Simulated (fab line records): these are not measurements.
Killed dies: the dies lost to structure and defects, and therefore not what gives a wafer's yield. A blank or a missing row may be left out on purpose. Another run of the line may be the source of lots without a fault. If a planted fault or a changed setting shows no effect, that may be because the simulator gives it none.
fab line records | flow sky130
record lots=6 wafers=18 last-day=50
route steps=708 shown FIELD_ISO@13 PAD_OPEN@708
lots with no fault: from the same line, run without faults
start-h: hours from the record's opening day to when the first of the lot's shown wafers began | wait-h: how many hours have passed since the lot's step before this one | " same as the row above | L1.1+2: a single row standing in for several wafers | - value missing, or start not given | * or withheld: withheld | < > ~ a bound
route shown NAME@n: a module of which the file shows steps, and the number in the route of the first | usual: mean and standard deviation over wafers with no fault | same: alike in all rows | chamber/n: place in a boat | sites: per-site readings | _std_site: how widely they spread, as a standard deviation | _edge_site: inner sites' mean taken away from outer sites' mean | radius-mm: for every site, how far away it sits from the centre of the wafer | mask NAME#n: copy n | behind: tool/chamber where the wafer was last shaped | hold: why the lot was held/for how many hours/how that ended | device: transistor that didn't switch, given as n, p or np | end of line: at the end of the route, the tests of the same wafers | a step without rows: its recipe alone | killed: dies lost to structure and defects at the first sort, not the wafer's yield | map: a wafer's dies, x killed, . not, _ none there
set.NAME: the setting that was run; set.NAME@STEP: the one run at that earlier step | model.NAME: the simulator's own value behind a step, which no gauge read
lots at some steps of the route; a table a step, a row a wafer
services: a tool's chamber out of use, with start hour (start-h, from the record's first day; less than 0 if before it), hours out, and reason
## steps
# step SKY_FIELD_ISO_DEVELOP_12
# recipe develop-time-s=60 resist=KrF-thick dev-temp-c=21
# step SKY_FIELD_ISO_CD_MEAS_13
# recipe target-cd-nm=150
# usual cd-nm=150.1/1.5
# columns lot.wafer tool chamber start-h wait-h cd-nm
L235.2 cd-sem-01 - 27.84 - 148.4
L235.3 " - " " 149.3
L235.5 " - " " 149.7
L245.3 cd-sem-01 - 87.57 - 150.5
L245.5 " - " " 151.3
L245.6 " - " " 153.0
L254.2 cd-sem-01 - 127.44 - 148.8
L254.3 " - " " 149.1
L254.6 " - " " 149.5
L255.4 cd-sem-01 - 133.29 - 150.6
L255.5 " - " " 149.8
L255.6 " - " " 148.2
L257.2 cd-sem-01 - 143.35 - 148.9
L257.3 " - " " 149.7
L257.4 " - " " 148.0
L258.2 cd-sem-01 - 150.45 - 151.4
L258.3 " - " " 150.0
L258.5 " - " " 150.0
# step SKY_FIELD_ISO_ETCH_14
# recipe chemistry=N2/H2 target=BARC ion-energy-ev=200 source-w=500 bias-w=100 pressure-mtorr=30 n2-flow-sccm=100 h2-flow-sccm=200 stop-on=SiO2 time-s=45.9 target-depth-a=600
# usual drypump-motor-current-A=5.7/0.4 oes-product-au=0.854/0.0044 throttle-valve-pct=13.226/0.0097
# columns lot.wafer tool chamber start-h wait-h drypump-motor-current-A oes-product-au rf-hours-counter-h throttle-valve-pct
L235.2 rie-diel-02 2 27.94 0.1 6.2 0.844 31 13.231
L235.3 " 0 " " 5.7 0.862 19 13.219
L235.5 " 0 " " 5.7 0.851 - 13.228
L245.3 rie-diel-04 2 87.65 0.1 5.2 0.845 1 13.220
L245.5 " 1 " " 6.2 0.858 - 13.239
L245.6 " 2 " " 5.2 0.865 - 13.218
L254.2 rie-diel-02 3 127.54 0.1 5.3 0.851 22 13.225
L254.3 " 2 " " 6.3 0.847 32 13.254
L254.6 " 3 " " 5.4 0.855 - 13.225
L255.4 rie-diel-04 1 133.35 0.0 6.2 0.848 52 13.209
L255.5 " 1 " " 6.1 0.850 - 13.225
L255.6 " 0 " " 5.1 0.855 - 13.227
L257.2 rie-diel-04 0 143.45 0.1 5.1 0.853 56 13.225
L257.3 " 3 " " 5.1 0.847 2 13.227
L257.4 " 2 " " 5.2 0.855 2 13.232
L258.2 rie-diel-02 2 150.55 0.1 6.2 0.859 33 13.208
L258.3 " 0 " " 5.7 0.857 21 13.208
L258.5 " 0 " " 5.8 0.855 - 13.208
# step SKY_FIELD_ISO_ETCH_15
# recipe chemistry=CHF3/O2 target-depth-nm=180 stop-on=Si source-w=600 bias-w=200 pressure-mtorr=40 chf3-flow-sccm=50 O2_flow_sccm=5 time-s=72
# usual chf3-flow-sccm=50.01/0.14 drypump-motor-current-A=5.7/0.39 oes-product-au=0.947/0.0071 throttle-valve-pct=8.843/0.0097
# columns lot.wafer tool chamber start-h wait-h chf3-flow-sccm drypump-motor-current-A oes-product-au rf-hours-counter-h throttle-valve-pct
L235.2 rie-diel-02 2 27.98 0.0 49.74 6.2 0.950 31 8.832
L235.3 " 0 " " 49.83 5.7 0.951 19 8.842
L235.5 " 0 " " 49.92 5.7 0.951 - 8.858
L245.3 rie-diel-04 2 87.69 0.0 49.77 5.2 0.946 1 8.847
L245.5 " 1 " " 49.92 6.1 0.950 - 8.838
L245.6 " 2 " " 50.01 5.1 0.949 - 8.846
L254.2 rie-diel-02 3 127.58 0.0 50.40 5.4 0.951 22 8.825
L254.3 " 2 " " 50.11 6.2 0.955 33 8.846
L254.6 " 3 " " 50.32 5.4 0.956 - 8.858
L255.4 rie-diel-04 1 133.39 0.0 50.02 6.1 0.936 52 8.855
L255.5 " 1 " " 49.98 6.2 0.941 - 8.839
L255.6 " 0 " " 50.09 5.1 0.944 - 8.859
L257.2 rie-diel-04 0 143.49 0.0 50.10 5.1 0.946 56 8.851
L257.3 " 3 " " 49.98 5.1 0.941 2 8.855
L257.4 " 2 " " 50.00 5.2 0.935 2 8.836
L258.2 rie-diel-02 2 150.59 0.0 49.73 6.2 0.955 33 8.839
L258.3 " 0 " " 50.10 5.7 0.932 21 8.837
L258.5 " 0 " " 49.87 5.7 0.942 - 8.834
# step SKY_FIELD_ISO_STRIP_16
# recipe chemistry=O2/N2 power-w=1400 pressure-mtorr=1500 platen-temp-c=withheld o2-flow-sccm=3000 n2-flow-sccm=300 overash-fraction=0.5
# usual drypump-motor-current-A=5.8/0.52 o2-flow-sccm=3000/8.8 oes-product-au=0.377/0.0054 strip-time-to-endpoint-s=3.53/0.049
# same overash-fraction=0.5
# columns lot.wafer tool chamber start-h wait-h drypump-motor-current-A o2-flow-sccm oes-product-au rf-hours-counter-h strip-time-to-endpoint-s
L235.2 plasma-asher-04 0 28.04 0.0 6.8 3001 0.367 22 3.52
L235.3 " 1 " " 5.3 3011 0.388 - 3.64
L235.5 " 0 " " 6.8 2990 0.377 - 3.60
L245.3 plasma-asher-03 1 87.78 0.1 5.4 3008 0.377 - 3.50
L245.5 " 1 " " 5.3 3013 0.383 - 3.51
L245.6 " 0 " " 5.8 2995 0.379 - 3.49
L254.2 plasma-asher-02 0 127.64 0.0 6.3 2999 0.376 1 3.53
L254.3 " 1 " " 5.9 3001 0.378 - 3.46
L254.6 " 1 " " 5.9 3006 0.383 - 3.55
L255.4 plasma-asher-04 1 133.48 0.1 5.3 2993 0.379 - 3.54
L255.5 " 0 " " 6.8 3002 0.381 - 3.55
L255.6 " 1 " " 5.3 3015 0.377 - 3.46
L257.2 plasma-asher-03 0 143.55 0.0 5.8 3001 0.374 44 3.48
L257.3 " 1 " " 5.4 3012 0.370 - 3.58
L257.4 " 0 " " 5.9 2999 0.378 - 3.52
L258.2 plasma-asher-02 0 150.64 0.0 6.3 3003 0.371 3 3.48
L258.3 " 0 " " 6.3 3008 0.385 - 3.58
L258.5 " 1 " " 5.9 3003 0.391 - 3.61
# step SKY_FIELD_ISO_ETCH_17
# recipe target-depth-a=3420 mask-material=Si3N4 chemistry=HBr/Cl2/O2 target=Si taper-deg=5 icp-w=600 bias-w=150 pressure-mtorr=15 HBr_flow_sccm=150 Cl2_flow_sccm=40 O2_flow_sccm=6 time-s=97.7
# usual HBr_flow_sccm=150.0/0.42 drypump-motor-current-A=5.7/0.47 mfc-cl2-sccm=40.00/0.13 oes-product-au=1.006/0.016 throttle-valve-pct=25.653/0.013
# columns lot.wafer tool chamber start-h wait-h HBr_flow_sccm drypump-motor-current-A mfc-cl2-sccm oes-product-au rf-hours-counter-h throttle-valve-pct
L235.2 rie-si-02 3 28.14 0.1 150.6 4.9 40.09 0.982 125 25.668
L235.3 " 0 " " 150.2 5.9 40.04 0.987 137 25.680
L235.5 " 0 " " 149.8 5.9 39.94 0.996 - 25.668
L245.3 rie-si-02 3 87.85 0.0 150.1 4.9 40.08 0.979 125 25.687
L245.5 " 0 " " 150.5 5.9 39.95 0.993 - 25.654
L245.6 " 2 " " 149.9 5.5 39.97 1.025 - 25.642
L254.2 rie-si-01 0 127.74 0.1 149.9 5.6 40.01 1.003 0 25.644
L254.3 " 3 " " 149.8 5.3 39.96 1.022 3 25.639
L254.6 " 3 " " 149.7 5.3 40.02 1.017 - 25.651
L255.4 rie-si-02 2 133.54 0.0 149.9 5.6 40.01 1.023 0 25.642
L255.5 " 1 " " 149.7 6.2 40.21 1.000 - 25.657
L255.6 " 2 " " 149.9 5.6 39.86 1.020 - 25.636
L257.2 rie-si-02 2 143.65 0.1 149.8 5.6 40.15 1.020 1 25.653
L257.3 " 3 " " 149.9 4.9 40.10 0.996 126 25.658
L257.4 " 1 " " 150.6 6.2 39.93 0.992 - 25.660
L258.2 rie-si-01 2 150.74 0.1 149.9 6.5 40.32 1.015 17 25.635
L258.3 " 0 " " 150.6 5.6 40.02 1.016 1 25.652
L258.5 " 1 " " 150.4 5.8 39.74 0.998 - 25.671
# step SKY_FIELD_ISO_WET_ETCH_18
# recipe chemistry=H3PO4 target-depth-nm=25 temp-c=160 target=Si3N4 time-s=286
# step SKY_FIELD_ISO_CLEAN_19
# recipe chemistry=SC1/SC2 mix=1:4:20 temp-c=70 time-s=150
# step SKY_FIELD_ISO_CLEAN_20
# recipe chemistry=dHF time-s=20 dilution=100:1
# step SKY_FIELD_ISO_WET_ETCH_21
# recipe chemistry=dHF dilution=100:1 target-depth-nm=20 dry=ipa-marangoni target=SiO2 temp-c=25 time-s=400
# step SKY_FIELD_ISO_OXIDATION_22
# recipe temp-c=950 ambient=O2 stabilise-s=600 purge-s=300 target-thk-a=100 ox-time-s=623
# step SKY_FIELD_ISO_THK_MEAS_23
# recipe reads=SiO2_of_FIELD_ISO_OXIDATION_22
# usual FIELD_ISO_OXIDATION_01_THK=9.92/0.17
# columns lot.wafer tool chamber start-h wait-h FIELD_ISO_OXIDATION_01_THK[nm]
L235.2 film-metro-03 - 29.67 0.0 9.69
L235.3 " - " " 9.82
L235.5 " - " " 9.84
L245.3 film-metro-02 - 90.21 0.0 10.09
L245.5 " - " " 9.93
L245.6 " - " " 10.09
L254.2 film-metro-03 - 129.28 0.0 9.80
L254.3 " - " " 9.88
L254.6 " - " " 9.84
L255.4 film-metro-01 - 135.10 0.0 9.90
L255.5 " - " " 9.79
L255.6 " - " " 9.77
L257.2 film-metro-03 - 145.17 0.0 9.90
L257.3 " - " " 10.09
L257.4 " - " " 10.03
L258.2 film-metro-01 - 153.06 0.0 9.92
L258.3 " - " " 9.91
L258.5 " - " " 9.94
# step SKY_FIELD_ISO_CVD_24
# recipe material=SiO2 target-thk-nm=595 temp-c=650 sigma-open-frac=0.3 time-s=99.2 sih4-flow-sccm=60 pressure-mtorr=6
# columns lot.wafer tool chamber start-h wait-h model.SiO2_of_FIELD_ISO_CVD_24.thk-nm
L235.2 hdpcvd-01 2 29.72 0.0 593.9
L235.3 " 1 " " 591.2
L235.5 " 0 " " 595.4
L245.3 hdpcvd-02 2 90.25 0.0 605.8
L245.5 " 2 " " 607.2
L245.6 " 1 " " 594.2
L254.2 hdpcvd-01 0 129.33 0.0 869.2
L254.3 " 1 " " 874
L254.6 " 2 " " 869.8
L255.4 hdpcvd-01 2 135.24 0.1 870.4
L255.5 " 1 " " 876.6
L255.6 " 0 " " 875.2
L257.2 hdpcvd-02 1 145.22 0.0 588.9
L257.3 " 0 " " 588.3
L257.4 " 1 " " 587.4
L258.2 hdpcvd-02 0 153.11 0.0 589.8
L258.3 " 1 " " 589.3
L258.5 " 2 " " 598.9
# step SKY_FIELD_ISO_THK_MEAS_25
# recipe reads=SiO2_of_FIELD_ISO_CVD_24
# usual FIELD_ISO_CVD_24_THK=596/6.3
# columns lot.wafer tool chamber start-h wait-h FIELD_ISO_CVD_24_THK[nm]
L235.2 film-metro-01 - 29.81 0.0 594
L235.3 " - " " 591
L235.5 " - " " 596
L245.3 film-metro-01 - 90.34 0.1 606
L245.5 " - " " 607
L245.6 " - " " 594
L254.2 film-metro-02 - 129.42 0.0 869
L254.3 " - " " 874
L254.6 " - " " 870
L255.4 film-metro-01 - 135.30 0.0 871
L255.5 " - " " 877
L255.6 " - " " 875
L257.2 film-metro-02 - 145.31 0.0 589
L257.3 " - " " 588
L257.4 " - " " 588
L258.2 film-metro-03 - 153.19 0.0 590
L258.3 " - " " 589
L258.5 " - " " 599
# step SKY_FIELD_ISO_ANNEAL_26
# recipe temp-c=1000 time-s=1800 ambient=N2
# step SKY_FIELD_ISO_CMP_27
# recipe stop-on=Si3N4 t-overpolish-s=16 down-force-psi=4 platen-rpm=60 target-thk-nm=457.8 pad-velocity-m-s=0.94248
# usual edge-zone-pressure-frac=1.001/0.0046 motor-current-A=12.8/1.3 retaining-ring-pressure-frac=1.000/0.0053 time-to-endpoint-s=112/5.1
# columns lot.wafer tool chamber start-h wait-h edge-zone-pressure-frac motor-current-A retaining-ring-pressure-frac time-to-endpoint-s
L235.2 cmp-02 1 31.36 0.0 1.010 11.3 0.999 112
L235.3 " 0 " " 1.002 13.3 1.006 121
L235.5 " 2 " " 1.009 12.6 0.997 122
L245.3 cmp-02 2 92.31 0.1 1.002 12.8 1.003 113
L245.5 " 0 " " 1.000 12.2 0.995 110
L245.6 " 1 " " 1.003 11.7 0.996 103
L254.3 cmp-01 1 130.97 0.0 0.999 11.0 1.002 169
L254.2 " 0 " " 0.994 11.6 0.994 167
L254.6 " 1 " " 1.004 11.1 0.993 173
L255.4 cmp-01 2 138.01 0.0 1.003 15.6 1.001 164
L255.6 " 2 " " 1.003 15.1 1.000 159
L255.5 " 3 " " 0.994 12.6 1.005 164
L257.4 cmp-02 2 148.11 0.1 1.001 12.6 1.003 117
L257.2 " 3 " " 0.997 14.9 0.995 108
L257.3 " 0 " " 0.997 12.2 1.006 116
L258.3 cmp-01 0 155.02 0.3 0.997 12.1 1.002 115
L258.2 " 3 " " 1.002 13.9 1.004 106
L258.5 " 1 " " 0.997 11.4 1.001 116
# step SKY_FIELD_ISO_WET_ETCH_28
# recipe chemistry=dHF target-depth-nm=23.7 target=SiO2 dilution=10:1 temp-c=25 time-s=47
# step SKY_PAD_OPEN_PROBE_99
# usual killed_at_M0_to_M3=43/6.6 killed_at_M4_up=3.2/1.9 killed-at-contacts=25/5.3 killed-at-front-end=16/4.5 killed-at-other=0.3/0.63 killed-dies=87/8.9 killed-open=48/7.9 killed-short=39/5.3
# same gross-dies=492 killed-at-back-side=0
# columns lot.wafer tool chamber start-h wait-h killed_at_M0_to_M3 killed_at_M4_up killed-at-contacts killed-at-front-end killed-at-other killed-dies killed-open killed-short
L255.4 prober-01 - 1183.85 0.2 29 8 26 6 0 69 36 33
L255.5 prober-01 - 1183.90 0.2 51 8 36 7 0 102 62 40
L255.6 prober-01 - 1183.95 0.2 38 3 25 18 0 84 49 35
L257.2 prober-01 - 1193.05 0.1 45 6 28 18 0 97 44 52
L257.3 prober-01 - 1193.10 0.2 41 2 29 20 0 92 52 40
L257.4 prober-01 - 1193.15 0.2 36 4 38 23 0 101 52 49
L258.2 prober-02 - 1202.00 0.1 39 0 26 17 0 82 41 39
L258.3 prober-02 - 1202.05 0.2 38 2 30 11 1 82 45 37
L258.5 prober-02 - 1202.15 0.2 56 3 27 13 0 99 57 42
# killed by level:class
L255.4 VIA1:geometric-particle:open=9 CONTACT:geometric-particle:open=7 LI_CONTACT:geometric-particle:open=6 LOCAL_INTERCONNECT:geometric-particle:short=5 METAL2:geometric-particle:short=5 METAL4:geometric-particle:short=5 CONTACT:geometric-particle:short=4 METAL1:geometric-particle:short=3
L255.5 LI_CONTACT:geometric-particle:open=19 VIA1:geometric-particle:open=11 VIA2:geometric-particle:open=10 METAL2:geometric-particle:short=8 CONTACT:geometric-particle:open=7 METAL1:geometric-particle:short=6 METAL4:geometric-particle:short=5 CONTACT:geometric-particle:short=4
L255.6 CONTACT:geometric-particle:open=14 VIA1:geometric-particle:open=10 METAL1:geometric-particle:short=7 VIA2:geometric-particle:open=6 FIELD_ISO:geometric-particle:short=5 METAL2:geometric-particle:short=5 LI_CONTACT:geometric-particle:open=4 FIELD_ISO:geometric-particle:open=3
L257.2 CONTACT:geometric-particle:open=14 METAL2:geometric-particle:short=8 METAL1:geometric-particle:short=7 CONTACT:geometric-particle:short=7 POLY_GATE:geometric-particle:short=5 VIA2:geometric-particle:short=5 VIA1:geometric-particle:open=5 VIA3:geometric-particle:open=5
L257.3 CONTACT:geometric-particle:open=16 VIA1:geometric-particle:open=11 CONTACT:geometric-particle:short=7 FIELD_ISO:geometric-particle:open=5 FIELD_ISO:geometric-particle:short=5 VIA1:geometric-particle:short=5 VIA2:geometric-particle:open=5 LI_CONTACT:geometric-particle:open=4
L257.4 LI_CONTACT:geometric-particle:open=14 CONTACT:geometric-particle:open=11 METAL2:geometric-particle:short=10 FIELD_ISO:geometric-particle:open=6 VIA1:geometric-particle:short=6 POLY_GATE:geometric-particle:short=5 CONTACT:geometric-particle:short=5 VIA1:geometric-particle:open=5
L258.2 CONTACT:geometric-particle:open=8 FIELD_ISO:geometric-particle:short=6 LI_CONTACT:geometric-particle:open=6 METAL1:geometric-particle:short=6 METAL2:geometric-particle:short=6 VIA2:geometric-particle:open=6 VIA3:geometric-particle:open=5 VIA1:geometric-particle:open=4
L258.3 CONTACT:geometric-particle:open=9 LI_CONTACT:geometric-particle:open=8 VIA1:geometric-particle:open=7 VIA3:geometric-particle:open=7 LI_CONTACT:geometric-particle:short=5 METAL2:geometric-particle:short=5 LOCAL_INTERCONNECT:geometric-particle:short=5 METAL1:geometric-particle:short=5
L258.5 VIA1:geometric-particle:open=17 LI_CONTACT:geometric-particle:open=10 METAL1:geometric-particle:short=8 METAL2:geometric-particle:short=7 VIA3:geometric-particle:open=6 LOCAL_INTERCONNECT:geometric-particle:short=6 CONTACT:geometric-particle:short=5 POLY_GATE:geometric-particle:open=4
## services
# columns tool chamber start-h hours kind
cmp-01 - 6.44 4.9 pm
rie-diel-04 3 25.79 10.2 repair
rie-diel-02 3 30.47 9.8 repair
hdpcvd-02 - 55.07 2.8 pm
rie-diel-04 2 63.35 16.7 repair
cmp-02 - 64.00 4.0 pm
rie-si-02 0 64.38 4.0 repair
hdpcvd-02 - 66.75 15.0 pm
rie-si-02 2 68.41 - clean
rie-si-02 2 68.41 19.0 scheduled-down
rie-si-02 2 68.41 19.0 vent-cycle
plasma-asher-04 - 69.01 2.2 repair
rie-si-02 1 70.77 18.4 repair
rie-si-02 - 82.26 1.8 repair
hdpcvd-01 - 88.80 14.6 pm
rie-si-02 1 89.21 - clean
rie-si-02 1 89.21 38.5 scheduled-down
rie-si-02 1 89.21 38.5 vent-cycle
cmp-02 - 93.02 2.2 repair
plasma-asher-02 - 108.75 9.0 pm
hdpcvd-02 - 127.51 7.8 repair
rie-si-01 2 130.38 8.6 repair
rie-si-01 - 141.79 0.2 repair
cmp-02 - 154.10 4.0 pm
## key
first-sign step=SKY_FIELD_ISO_THK_MEAS_25 reading=FIELD_ISO_CVD_24_THK direction=up sigmas=44 usual=596 struck=873
effect step=SKY_FIELD_ISO_CMP_27 reading=time-to-endpoint-s direction=up sigmas=11 usual=* struck=*
model-effect step=SKY_FIELD_ISO_CVD_24 value=SiO2_of_FIELD_ISO_CVD_24.thk-nm without=599.2 struck=872.5
met-at SKY_FIELD_ISO_CVD_24
struck-wafers L254.2,L254.3,L254.6,L255.4,L255.5,L255.6
tester-left-out L254,L255
onset-between 29.72 129.33
fault kind=process-parameter-drift tool=hdpcvd-01 chamber=- onset-h=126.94 steps=SKY_FIELD_ISO_CVD_24 channel=target-thk-nm offset=273.33 shape=step end-h=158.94 acts-in=these-recipes-only stated=595
# tester-left-out: of these lots the tester's yield and bins aren't shown, on N5 and GAA mostly nor the transistor test; their killed dies are dies lost to structure and defects alone, not to doping, threshold or leakage, so they don't give the yield
